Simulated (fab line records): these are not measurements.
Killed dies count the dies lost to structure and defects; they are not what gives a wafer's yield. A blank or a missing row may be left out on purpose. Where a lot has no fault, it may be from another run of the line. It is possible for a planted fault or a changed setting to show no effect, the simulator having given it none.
Struck lot and sound lot, side by side	flow gf180mcu	43 out of 602 route steps
Sound: wafers L812.1, L812.5, L812.6. Wafers L826.1, L826.4, L826.5 were the ones struck. The cause is named last.
Order at every step that has rows: each side's tool, ch and its chambers, its first start. Under that, the readings that differ: sound wafers	struck wafers	difference of the means	sigmas: that difference in standard deviations of wafers without a fault.
alike: words and numbers the same on both sides, and readings whose means are apart by under 2 such deviations; not compared: readings that were withheld, readings missing a value for some wafer, numbers with overlapping values and no deviation given by the record, and bounds like >300 which may hide the same value.
Wherever a step has rows on one side only, a row that says differs or no value, or a row with sigmas, the two part there. Non-overlapping numbers with no deviation appear without sigmas and do not part them. A reading missing from all wafers of one side parts the sides only when that side holds two or more wafers.

first, 3 steps without rows for these wafers: GF_V2_EXPOSE_11 (exposes mask Via2, target cd 260 nm); GF_V2_PEB_12 (peb time 90 s); GF_V2_DEVELOP_13 (develop time 60 s).
GF_V2_CD_MEAS_14: target cd 260 nm.
  sound on cd_sem-01 at day 21 06:17; struck on cd_sem-02 at day 26 06:17
  alike: cd_nm
GF_V2_OVL_MEAS_15:
  sound on overlay-01 at day 21 06:25; struck on overlay-02 at day 26 06:25
  alike: V2_OVL
then, 1 step without rows for these wafers: GF_V2_ETCH_16 (etches BARC in N2/H2).
GF_V2_ETCH_17: etches SiO2 in C4F8/O2/Ar, stops on TiN, target depth 630 nm.
  sound: rie_diel-02 ch 0,1; struck: rie_diel-03 ch 0,1
  alike: oes_product_au
then, 5 steps without rows for these wafers: GF_V2_STRIP_18 (strips in O2/N2); GF_V2_STRIP_19 (strips in post etch residue remover, time 1200 s); GF_V2_CLEAN_20 (cleans in DIW); GF_V2_SPUTTER_21 (material Ti, target thk 15 nm, time 80.02 s); GF_V2_SPUTTER_22 (material TiN, target thk 10 nm, time 40 s).
GF_V2_CVD_23: deposits W, target thk 350 nm, time 104.94 s.
  sound on cvd_w-02 ch 0,1, day 21 07:13; struck on cvd_w-02 ch 0,1, day 26 07:18
  alike: heater_power_w, susceptor_temp_C
  not compared: model.W_of_V2_CVD_23.thk_nm
GF_V2_RS_MEAS_24: the measuring method here is four-point-probe.
  sound on film_metro-02 at day 21 07:20; struck on film_metro-02 at day 26 07:25
reading	sound	struck	difference	sigmas
V2_W_RS (ohm/sq)	0.331 0.320 0.330	0.319 0.312 0.320	-0.010	-3
GF_V2_THK_MEAS_25: measures by xrf.
  sound on film_metro-02 at day 21 07:27; struck on film_metro-02 at day 26 07:32
reading	sound	struck	difference	sigmas
V2_W_THK (nm)	332 346 334	347 356 347	+13	+2
GF_V2_CMP_26: polishes, stops on SiO2, t overpolish 15 s, target thk 0 nm.
  sound on cmp-01 ch 0,3, day 21 07:48; struck on cmp-01 ch 2,3, day 26 07:39
reading	sound	struck	difference	sigmas
time_to_endpoint_s (s)	84.2 83.6 82.8	88.8 90.9 87.8	+5.6	+2
  alike: motor_current_A, overpolish_run_s
GF_M3_SPUTTER_00: material Ti, target thk 37.5 nm, time 150 s.
  sound on pvd_sputter-01 at day 21 08:06; struck on pvd_sputter-04 at day 26 07:54
  alike: throttle_valve_pct
then, 2 steps without rows for these wafers: GF_M3_SPUTTER_01 (material TiN, target thk 30 nm, time 25 s); GF_M3_SPUTTER_02 (material AlCu, target thk 450 nm, time 23.9 s).
GF_M3_SPUTTER_03: material Ti, target thk 10 nm, time 6.7 s.
  sound on pvd_sputter-01 at day 21 08:16; struck on pvd_sputter-04 at day 26 08:04
  alike: throttle_valve_pct
then, 1 step without rows for these wafers: GF_M3_SPUTTER_04 (material TiN, target thk 50 nm, time 41.7 s).
GF_M3_RS_MEAS_05: the measuring method here is four-point-probe.
  sound on film_metro-02 at day 21 08:19; struck on film_metro-02 at day 26 08:07
  alike: M3_ALCU_RS
GF_M3_THK_MEAS_06: measures by xrf.
  sound on film_metro-02 at day 21 08:26; struck on film_metro-02 at day 26 08:14
  alike: M3_ALCU_THK
then, 7 steps without rows for these wafers: GF_M3_DEHYDRATE_07 (time 60 s); GF_M3_HMDS_08 (prime time 60 s); GF_M3_COAT_09 (resist thk 1000 nm); GF_M3_SOFTBAKE_10 (time 60 s); GF_M3_EXPOSE_11 (exposes mask Metal3, target cd 280 nm); GF_M3_PEB_12 (peb time 90 s); GF_M3_DEVELOP_13 (develop time 60 s).
GF_M3_CD_MEAS_14: target cd 280 nm.
  sound on cd_sem-01 at day 22 07:56; struck on cd_sem-01 at day 27 04:48
  alike: cd_nm
GF_M3_OVL_MEAS_15:
  sound on overlay-02 at day 22 08:04; struck on overlay-02 at day 27 04:55
  alike: M3_OVL
then, 5 steps without rows for these wafers: GF_M3_METAL_ETCH_16 (etches the open film in Cl2/BCl3, stops on SiO2, target depth 750.8 nm, time 125.1 s); GF_M3_STRIP_17 (strips in O2/N2); GF_M3_STRIP_18 (strips in post etch residue remover, time 1200 s); GF_M3_CLEAN_19 (cleans in DIW); GF_V3_CVD_00 (deposits SiO2, target thk 600 nm, time 100 s).
GF_V3_THK_MEAS_01:
  sound on film_metro-03 at day 22 08:52; struck on film_metro-04 at day 27 05:43
  alike: V3_CVD_00_THK
then, 1 step without rows for these wafers: GF_V3_CVD_02 (deposits SiO2 from TEOS, target thk 850 nm, time 94.851 s).
GF_V3_THK_MEAS_03:
  sound on film_metro-01 at day 22 08:59; struck on film_metro-03 at day 27 05:50
  alike: V3_CVD_02_THK
GF_V3_CMP_04: polishes SiO2.
  sound on cmp-02 ch 0,1,3, day 22 09:09; struck on cmp-02 ch 0,1,2, day 27 05:54
  alike: motor_current_A, time_to_endpoint_s
GF_V3_BOW_MEAS_05:
  sound on film_metro-03 at day 22 09:21; struck on film_metro-03 at day 27 06:12
  alike: V3_BOW
-- the record jumps here: 4 days lie between the struck wafers' starts before and after (it left off in module V3 and takes up again in module M5, whose first step shown is number 535 of the route) --
GF_M5_ETCH_09: etches Si3N4 in CF4/O2, target depth 52 nm, time 11.6 s.
  sound on rie_diel-01 ch 1,2, day 27 04:43; struck on rie_diel-01 ch 1,3, day 31 14:25
reading	sound	struck	difference	sigmas
model.M5.cd_nm (nm)	280.2 280.1 280.2	285.3 284.1 284.2	+4.4	
  alike: drypump_motor_current_A, oes_product_au, throttle_valve_pct
  not compared: rf_hours_counter_h

== WHERE THEY PART ==
At GF_V2_RS_MEAS_24 first; at GF_V2_CMP_26 last (within this record only). Later steps at which nothing parts them and some readings are alike: GF_M3_SPUTTER_00, GF_M3_SPUTTER_03, GF_M3_RS_MEAS_05, GF_M3_THK_MEAS_06, GF_M3_CD_MEAS_14, GF_M3_OVL_MEAS_15, GF_V3_THK_MEAS_01, GF_V3_THK_MEAS_03, GF_V3_CMP_04, GF_V3_BOW_MEAS_05, GF_M5_ETCH_09.

WHY: whatever the simulator had introduced
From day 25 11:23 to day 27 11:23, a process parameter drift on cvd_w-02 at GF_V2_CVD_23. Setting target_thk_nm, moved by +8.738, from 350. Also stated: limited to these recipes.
